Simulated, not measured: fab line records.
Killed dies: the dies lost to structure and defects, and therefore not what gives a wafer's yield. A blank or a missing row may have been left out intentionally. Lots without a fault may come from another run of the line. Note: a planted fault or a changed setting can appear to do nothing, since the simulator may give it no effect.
Which tool is to blame? ; flow sky130 ; 13 lots with 39 wafers sampled at 6 steps, on a route of 708 steps

## WHAT EACH GAUGE READ, for each wafer
SKY_NWELL_RS_MEAS_31: a four-point-probe measurement. Usual: PWDE_RS typically reads 5279 ohm/sq, with standard deviation 15.
lot;measured;on;PWDE_RS (ohm/sq);flag
L988;day 5 10:58;film-metro-04;5292 5309 5272;
L989;day 5 13:20;film-metro-01;5285 5268 5299;
L990;day 5 22:46;film-metro-04;5283 5278 5282;
L993;day 6 11:02;film-metro-03;5252 5261 5240;
L995;day 7 03:50;film-metro-04;5267 5303 5287;
L101;day 8 14:48;film-metro-04;5271 5278 5275;
L102;day 8 19:39;film-metro-03;5241 5250 5272;
L104;day 9 12:05;film-metro-03;5270 5245 5251;
L105;day 9 17:53;film-metro-01;5308 5319 5287;
L107;day 10 04:53;film-metro-03;5290 5261 5298;
L108;day 10 09:36;film-metro-04;5304 5295 5275;
L109;day 10 12:20;film-metro-03;5284 5277 5275;
L110;day 10 19:22;film-metro-01;5298 5281 5277;

SKY_VT_ADJUST_PCH_TW_MEAS_10. Usual: VT_ADJUST_PCH_TW typically reads 143.3, with standard deviation 1.3.
lot;measured;on;VT_ADJUST_PCH_TW;flag
L988;day 10 12:47;film-metro-04;143.0 142.9 142.9;
L989;day 10 15:09;film-metro-04;143.0 143.1 142.7;
L990;day 11 02:09;film-metro-02;142.7 143.5 143.8;
L993;day 11 19:02;film-metro-03;145.1 145.1 145.4;
L995;day 12 16:34;film-metro-02;115.4 115.3 115.6;OFF
L101;day 14 10:23;film-metro-04;142.7 141.9 142.4;
L102;day 14 16:13;film-metro-04;142.8 142.9 143.3;
L104;day 15 13:54;film-metro-02;143.7 142.8 143.8;
L105;day 15 22:08;film-metro-03;145.0 144.1 145.1;
L107;day 16 11:50;film-metro-02;143.5 143.0 143.2;
L108;day 16 16:11;film-metro-02;144.0 142.9 143.9;
L109;day 16 19:53;film-metro-04;141.9 141.6 140.9;
L110;day 17 05:37;film-metro-03;144.6 144.6 144.9;

## WHICH TOOL RAN EACH LOT (tool, then ch and the chambers of the sampled wafers, then the start)
lot;SKY_NWELL_STRIP_25;SKY_NWELL_RTA_28;SKY_VT_ADJUST_HVTR_STRIP_10;SKY_VT_ADJUST_PCH_STRIP_09
L988;plasma-asher-03 ch 0,1, day 5 10:25;rtp-anneal-02 ch 0, day 5 10:38;plasma-asher-03 ch 0,1, day 9 14:48;plasma-asher-04 ch 0,1, day 10 12:41
L989;plasma-asher-04 ch 0,1, day 5 12:46;rtp-anneal-01 ch 0, day 5 12:59;plasma-asher-03 ch 0,1, day 9 17:05;plasma-asher-04 ch 0,1, day 10 15:02
L990;plasma-asher-01 ch 0,1, day 5 22:13;rtp-anneal-01 ch 0, day 5 22:25;plasma-asher-01 ch 0,1, day 10 04:32;plasma-asher-02 ch 0,1, day 11 02:04
L993;plasma-asher-01 ch 0,1, day 6 10:29;rtp-anneal-02 ch 0, day 6 10:41;plasma-asher-03 ch 0,1, day 10 19:15;plasma-asher-03 ch 0,1, day 11 18:56
L995;plasma-asher-03 ch 0,1, day 7 03:17;rtp-anneal-02 ch 0, day 7 03:29;plasma-asher-01 ch 0,1, day 11 16:31;plasma-asher-03 ch 0,1, day 12 16:28
L101;plasma-asher-03 ch 0,1, day 8 14:14;rtp-anneal-01 ch 0, day 8 14:27;plasma-asher-04 ch 0,1, day 13 08:41;plasma-asher-04 ch 0,1, day 14 10:17
L102;plasma-asher-04 ch 0,1, day 8 19:05;rtp-anneal-02 ch 0, day 8 19:18;plasma-asher-04 ch 0,1, day 13 13:43;plasma-asher-02 ch 0,1, day 14 16:07
L104;plasma-asher-04 ch 0,1, day 9 11:32;rtp-anneal-02 ch 0, day 9 11:44;plasma-asher-03 ch 0,1, day 14 10:44;plasma-asher-03 ch 0,1, day 15 13:49
L105;plasma-asher-04 ch 0, day 9 17:19;rtp-anneal-01 ch 0, day 9 17:33;plasma-asher-04 ch 0,1, day 14 19:06;plasma-asher-04 ch 0,1, day 15 22:01
L107;plasma-asher-03 ch 0,1, day 10 04:19;rtp-anneal-01 ch 0, day 10 04:32;plasma-asher-01 ch 0,1, day 15 07:26;plasma-asher-02 ch 0, day 16 11:43
L108;plasma-asher-01 ch 0,1, day 10 09:02;rtp-anneal-01 ch 0, day 10 09:16;plasma-asher-04 ch 0,1, day 15 13:02;plasma-asher-03 ch 0,1, day 16 16:04
L109;plasma-asher-03 ch 0,1, day 10 11:41;rtp-anneal-02 ch 0, day 10 11:53;plasma-asher-01 ch 0,1, day 15 16:08;plasma-asher-04 ch 0,1, day 16 19:47
L110;plasma-asher-03 ch 0,1, day 10 18:46;rtp-anneal-01 ch 0, day 10 18:58;plasma-asher-01 ch 0,1, day 16 00:31;plasma-asher-04 ch 1, day 17 05:31
- SKY_NWELL_STRIP_25: strips in O2/N2.
- SKY_NWELL_RTA_28: time 30 s.
- SKY_VT_ADJUST_HVTR_STRIP_10: strips in O2/N2.
- SKY_VT_ADJUST_PCH_STRIP_09: strips in O2/N2.

## AS READ BY THE TOOLS THEMSELVES (means over the sampled wafers that have a number; for cases with no such wafer, the mark the record gives instead)
SKY_NWELL_STRIP_25. Usual: drypump-motor-current-A 5.6 A, standard deviation 0.43; oes-product-au 0.722 a.u., standard deviation 0.0047; strip-time-to-endpoint-s 36.94 s, standard deviation 0.1.
lot;tool;drypump-motor-current-A (A);oes-product-au (a.u.);strip-time-to-endpoint-s (s);flag
L988;plasma-asher-03;5.7;0.726;36.94;
L989;plasma-asher-04;5.4;0.724;36.95;
L990;plasma-asher-01;5.8;0.726;37.05;
L993;plasma-asher-01;5.8;0.722;36.97;
L995;plasma-asher-03;5.4;0.723;36.72;
L101;plasma-asher-03;5.4;0.721;36.82;
L102;plasma-asher-04;5.4;0.720;36.98;
L104;plasma-asher-04;5.3;0.721;36.78;
L105;plasma-asher-04;5.4;0.726;36.95;
L107;plasma-asher-03;5.7;0.723;36.87;
L108;plasma-asher-01;5.8;0.720;37.03;
L109;plasma-asher-03;5.7;0.723;36.99;
L110;plasma-asher-03;5.4;0.724;36.97;

SKY_NWELL_RTA_28. Usual: lamp-power-pct 25.31 %, standard deviation 0.051; ramp-down-c-per-s 90.000, standard deviation 0.016; wafer_temp_C_max 1054.8, standard deviation 1.1.
lot;tool;lamp-power-pct (%);ramp-down-c-per-s;wafer_temp_C_max;flag
L988;rtp-anneal-02;25.32;89.998;1054.7;
L989;rtp-anneal-01;25.29;90.000;1054.8;
L990;rtp-anneal-01;25.34;90.009;1054.0;
L993;rtp-anneal-02;25.29;89.996;1055.5;
L995;rtp-anneal-02;25.25;90.015;1054.6;
L101;rtp-anneal-01;25.32;89.993;1055.0;
L102;rtp-anneal-02;25.31;90.003;1053.4;
L104;rtp-anneal-02;25.29;90.001;1054.8;
L105;rtp-anneal-01;25.32;90.012;1054.9;
L107;rtp-anneal-01;25.31;90.008;1053.8;
L108;rtp-anneal-01;25.33;89.995;1055.2;
L109;rtp-anneal-02;25.22;90.017;1055.7;
L110;rtp-anneal-01;25.31;89.988;1054.1;

SKY_VT_ADJUST_HVTR_STRIP_10. Usual: drypump-motor-current-A 5.6 A, standard deviation 0.41; oes-product-au 0.717 a.u., standard deviation 0.0045; strip-time-to-endpoint-s 14.16 s, standard deviation 0.04.
lot;tool;drypump-motor-current-A (A);oes-product-au (a.u.);strip-time-to-endpoint-s (s);flag
L988;plasma-asher-03;5.4;0.712;14.12;
L989;plasma-asher-03;5.3;0.715;14.12;
L990;plasma-asher-01;5.8;0.718;14.17;
L993;plasma-asher-03;5.4;0.716;14.14;
L995;plasma-asher-01;5.7;0.955;-;OFF
L101;plasma-asher-04;5.3;0.718;14.20;
L102;plasma-asher-04;5.4;0.720;14.17;
L104;plasma-asher-03;5.7;0.713;14.16;
L105;plasma-asher-04;5.4;0.720;14.20;
L107;plasma-asher-01;5.8;0.720;14.21;
L108;plasma-asher-04;5.3;0.716;14.14;
L109;plasma-asher-01;5.8;0.716;14.12;
L110;plasma-asher-01;5.8;0.717;14.15;

SKY_VT_ADJUST_PCH_STRIP_09. Usual: drypump-motor-current-A 5.3 A, standard deviation 0.47; oes-product-au 0.723 a.u., standard deviation 0.0041; strip-time-to-endpoint-s 36.94 s, standard deviation 0.088.
lot;tool;drypump-motor-current-A (A);oes-product-au (a.u.);strip-time-to-endpoint-s (s);flag
L988;plasma-asher-04;5.4;0.727;36.85;
L989;plasma-asher-04;5.3;0.722;36.86;
L990;plasma-asher-02;4.8;0.724;36.93;
L993;plasma-asher-03;5.8;0.722;36.93;
L995;plasma-asher-03;5.7;0.722;37.91;OFF
L101;plasma-asher-04;5.4;0.723;36.85;
L102;plasma-asher-02;4.8;0.723;36.90;
L104;plasma-asher-03;5.7;0.726;36.99;
L105;plasma-asher-04;5.4;0.720;37.03;
L107;plasma-asher-02;4.8;0.724;36.90;
L108;plasma-asher-03;5.3;0.721;37.03;
L109;plasma-asher-04;5.4;0.725;37.06;
L110;plasma-asher-04;5.3;0.722;36.77;

## THE ANSWER, worked out from the rows above alone
Rule: a lot counts as off when the mean over its wafers that have a number is more than 3 standard deviations away from the usual mean. A lot without any number at a reading at which 4 lots or more have one is off too. All remaining lots with rows at the step are treated as sound. After the gauges, taken in route order, come the tools' own readings; for these a lot's mean is taken, as printed above. The first step at which some lot is off is used, and at that step the reading that is off furthest; a lot without a number counts as furthest.
Off: L995, at SKY_VT_ADJUST_PCH_TW_MEAS_10 (VT_ADJUST_PCH_TW).
If a tool, at a process step before that reading, ran all the lots that are off and no sound lot after the first of them, it fits. The gauges at SKY_VT_ADJUST_PCH_TW_MEAS_10 aren't tried: what is off there is off at SKY_VT_ADJUST_HVTR_STRIP_10 too, on other tools, and a gauge's error can't cause that. None of those tried fits.

## WHAT THE SIMULATOR HAD PUT IN
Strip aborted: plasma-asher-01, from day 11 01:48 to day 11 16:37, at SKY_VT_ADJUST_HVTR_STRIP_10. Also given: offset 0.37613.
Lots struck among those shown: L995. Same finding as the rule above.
